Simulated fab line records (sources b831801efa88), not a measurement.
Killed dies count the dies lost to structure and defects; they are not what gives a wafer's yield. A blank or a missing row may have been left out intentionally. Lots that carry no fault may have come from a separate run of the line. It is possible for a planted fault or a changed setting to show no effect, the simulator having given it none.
Which tool was responsible? / flow sky130 / 14 lots with 42 wafers sampled at 4 steps, on a route of 708 steps

== WHAT THE GAUGES READ, wafer by wafer ==
SKY_VT_ADJUST_HVTP_CD_MEAS_07: the cd target is 380 nm. Usual: 379.9 nm for cd nm, sd 2.5.
lot=L595; measured=day 7 00:57; on=cd sem-02; cd nm (nm)=379.8 379.6 381.4; flag=
lot=L594; measured=day 7 01:51; on=cd sem-02; cd nm (nm)=378.5 380.3 379.1; flag=
lot=L596; measured=day 7 19:30; on=cd sem-02; cd nm (nm)=379.0 380.1 376.5; flag=
lot=L598; measured=day 8 07:09; on=cd sem-02; cd nm (nm)=381.6 383.2 381.0; flag=
lot=L601; measured=day 8 19:21; on=cd sem-02; cd nm (nm)=376.6 379.5 378.9; flag=
lot=L603; measured=day 9 01:53; on=cd sem-01; cd nm (nm)=382.7 380.0 382.2; flag=
lot=L605; measured=day 9 10:20; on=cd sem-01; cd nm (nm)=378.2 378.3 376.8; flag=
lot=L606; measured=day 9 14:38; on=cd sem-02; cd nm (nm)=377.9 381.1 380.4; flag=
lot=L608; measured=day 9 22:01; on=cd sem-01; cd nm (nm)=381.0 379.6 380.9; flag=
lot=L613; measured=day 11 04:30; on=cd sem-01; cd nm (nm)=375.6 376.9 379.1; flag=
lot=L614; measured=day 11 06:28; on=cd sem-01; cd nm (nm)=380.0 377.4 378.4; flag=
lot=L615; measured=day 11 13:50; on=cd sem-02; cd nm (nm)=382.2 385.4 384.2; flag=
lot=L616; measured=day 11 22:15; on=cd sem-01; cd nm (nm)=380.5 380.5 379.4; flag=
lot=L617; measured=day 12 05:30; on=cd sem-02; cd nm (nm)=376.9 376.4 376.6; flag=

SKY_SONOS_ONO_OVL_MEAS_14. Usual: SONOS_ONO_OVL 0.6 nm, standard deviation 1.4.
lot=L595; measured=day 13 20:13; on=overlay-01; SONOS_ONO_OVL (nm)=0.4 -0.8 -0.1; flag=
lot=L594; measured=day 13 21:16; on=overlay-01; SONOS_ONO_OVL (nm)=-1.7 1.6 -0.1; flag=
lot=L596; measured=day 14 21:37; on=overlay-01; SONOS_ONO_OVL (nm)=0.2 1.7 -0.9; flag=
lot=L598; measured=day 15 14:10; on=overlay-02; SONOS_ONO_OVL (nm)=2.6 2.7 -1.2; flag=
lot=L601; measured=day 16 03:19; on=overlay-02; SONOS_ONO_OVL (nm)=0.1 -0.9 -2.3; flag=
lot=L603; measured=day 16 10:44; on=overlay-02; SONOS_ONO_OVL (nm)=0.1 1.9 -0.7; flag=
lot=L605; measured=day 17 00:50; on=overlay-01; SONOS_ONO_OVL (nm)=1.0 1.5 1.8; flag=
lot=L606; measured=day 17 07:28; on=overlay-02; SONOS_ONO_OVL (nm)=1.4 2.5 0.5; flag=
lot=L608; measured=day 17 17:02; on=overlay-02; SONOS_ONO_OVL (nm)=1.2 -0.7 2.1; flag=
lot=L613; measured=day 19 03:40; on=overlay-01; SONOS_ONO_OVL (nm)=1.7 -1.4 -1.2; flag=
lot=L614; measured=day 19 15:02; on=overlay-02; SONOS_ONO_OVL (nm)=0.9 1.3 1.0; flag=
lot=L615; measured=day 20 00:49; on=overlay-01; SONOS_ONO_OVL (nm)=3.1 1.2 2.5; flag=
lot=L616; measured=day 20 11:31; on=overlay-02; SONOS_ONO_OVL (nm)=0.5 4.3 0.3; flag=
lot=L617; measured=day 20 18:10; on=overlay-01; SONOS_ONO_OVL (nm)=-0.2 0.8 0.2; flag=

SKY_GATE_OXIDE_TW_MEAS_14. Usual: GATE_OXIDE_TW 225.0, standard deviation 1.4.
lot=L595; measured=day 15 00:26; on=film metro-03; GATE_OXIDE_TW=224.0 222.5 222.1; flag=
lot=L594; measured=day 15 02:17; on=film metro-02; GATE_OXIDE_TW=225.3 225.3 223.4; flag=
lot=L596; measured=day 16 03:11; on=film metro-02; GATE_OXIDE_TW=225.3 225.5 226.6; flag=
lot=L598; measured=day 16 20:45; on=film metro-04; GATE_OXIDE_TW=226.5 226.6 227.2; flag=
lot=L601; measured=day 17 12:35; on=film metro-04; GATE_OXIDE_TW=225.4 226.1 226.1; flag=
lot=L603; measured=day 17 18:49; on=film metro-02; GATE_OXIDE_TW=224.3 224.1 224.2; flag=
lot=L605; measured=day 18 09:12; on=film metro-02; GATE_OXIDE_TW=224.9 225.0 225.6; flag=
lot=L606; measured=day 18 15:56; on=film metro-02; GATE_OXIDE_TW=224.4 224.6 224.0; flag=
lot=L608; measured=day 19 09:38; on=film metro-02; GATE_OXIDE_TW=223.6 223.5 225.9; flag=
lot=L613; measured=day 20 14:38; on=film metro-03; GATE_OXIDE_TW=223.7 223.7 223.9; flag=
lot=L614; measured=day 21 00:37; on=film metro-04; GATE_OXIDE_TW=226.0 226.0 225.4; flag=
lot=L615; measured=day 21 10:08; on=film metro-03; GATE_OXIDE_TW=223.6 221.8 222.8; flag=
lot=L616; measured=day 21 20:48; on=film metro-04; GATE_OXIDE_TW=225.2 225.7 224.1; flag=
lot=L617; measured=day 22 02:02; on=film metro-04; GATE_OXIDE_TW=227.8 226.7 228.8; flag=

== TOOL THAT RAN EACH LOT (tool first, then ch and the chambers of the sampled wafers, then the start) ==
lot=L595; SKY_GATE_OXIDE_OXIDATION_01=furnace-01 ch 0, day 13 20:34
lot=L594; SKY_GATE_OXIDE_OXIDATION_01=furnace-01 ch 0, day 13 21:59
lot=L596; SKY_GATE_OXIDE_OXIDATION_01=furnace-01 ch 0, day 14 21:59
lot=L598; SKY_GATE_OXIDE_OXIDATION_01=furnace-01 ch 0, day 15 15:38
lot=L601; SKY_GATE_OXIDE_OXIDATION_01=furnace-02 ch 0, day 16 05:50
lot=L603; SKY_GATE_OXIDE_OXIDATION_01=furnace-01 ch 0, day 16 12:48
lot=L605; SKY_GATE_OXIDE_OXIDATION_01=furnace-01 ch 0, day 17 03:16
lot=L606; SKY_GATE_OXIDE_OXIDATION_01=furnace-01, day 17 10:25
lot=L608; SKY_GATE_OXIDE_OXIDATION_01=furnace-01, day 18 03:04
lot=L613; SKY_GATE_OXIDE_OXIDATION_01=furnace-01 ch 0, day 19 05:56
lot=L614; SKY_GATE_OXIDE_OXIDATION_01=furnace-01 ch 0, day 19 16:25
lot=L615; SKY_GATE_OXIDE_OXIDATION_01=furnace-01 ch 0, day 20 02:18
lot=L616; SKY_GATE_OXIDE_OXIDATION_01=furnace-01 ch 0, day 20 12:32
lot=L617; SKY_GATE_OXIDE_OXIDATION_01=furnace-02 ch 0, day 20 18:32
- SKY_GATE_OXIDE_OXIDATION_01: stabilise 600 s, purge 300 s, target thk 10.268 nm.

== AS READ BY THE TOOLS THEMSELVES (means over the sampled wafers that have a number; for cases with no such wafer, the mark the record gives instead) ==
SKY_GATE_OXIDE_OXIDATION_01. Usual: ox temp c 900.0 C, standard deviation 0.38; ox temp c max 904.4, standard deviation 1.6.
lot=L595; tool=furnace-01; ox temp c (C)=899.8; ox temp c max=903.3; flag=
lot=L594; tool=furnace-01; ox temp c (C)=899.9; ox temp c max=903.5; flag=
lot=L596; tool=furnace-01; ox temp c (C)=900.2; ox temp c max=903.9; flag=
lot=L598; tool=furnace-01; ox temp c (C)=900.5; ox temp c max=903.9; flag=
lot=L601; tool=furnace-02; ox temp c (C)=899.8; ox temp c max=907.3; flag=
lot=L603; tool=furnace-01; ox temp c (C)=900.2; ox temp c max=903.4; flag=
lot=L605; tool=furnace-01; ox temp c (C)=900.2; ox temp c max=903.7; flag=
lot=L606; tool=furnace-01; ox temp c (C)=-; ox temp c max=-; flag=OFF
lot=L608; tool=furnace-01; ox temp c (C)=-; ox temp c max=-; flag=OFF
lot=L613; tool=furnace-01; ox temp c (C)=900.3; ox temp c max=903.8; flag=
lot=L614; tool=furnace-01; ox temp c (C)=899.3; ox temp c max=902.4; flag=
lot=L615; tool=furnace-01; ox temp c (C)=900.0; ox temp c max=903.7; flag=
lot=L616; tool=furnace-01; ox temp c (C)=900.1; ox temp c max=903.6; flag=
lot=L617; tool=furnace-02; ox temp c (C)=900.3; ox temp c max=907.1; flag=

== THE ANSWER, worked out from the rows above alone ==
Rule: take the mean of a lot's wafers that have a number; if it is more than 3 standard deviations from the usual mean, the lot is off. A lot without any number at a reading at which 4 lots or more have one is off too. Where the step has rows for the other lots, those lots are counted as sound. Order of review: gauges by route order, followed by the tools' own readings, for which a lot's mean as printed above is used. The first step at which some lot is off is used, and at that step the reading that is off furthest; a lot without a number counts as furthest.
Off at SKY_GATE_OXIDE_OXIDATION_01 (ox temp c): L606, L608. Without a number there: L606, L608.
If a tool, at that step or one of the process steps before it, ran each lot that is off and ran no sound lot following the first of them, it fits. None of those tried fits.

== WHAT HAD BEEN PUT IN BY THE SIMULATOR ==
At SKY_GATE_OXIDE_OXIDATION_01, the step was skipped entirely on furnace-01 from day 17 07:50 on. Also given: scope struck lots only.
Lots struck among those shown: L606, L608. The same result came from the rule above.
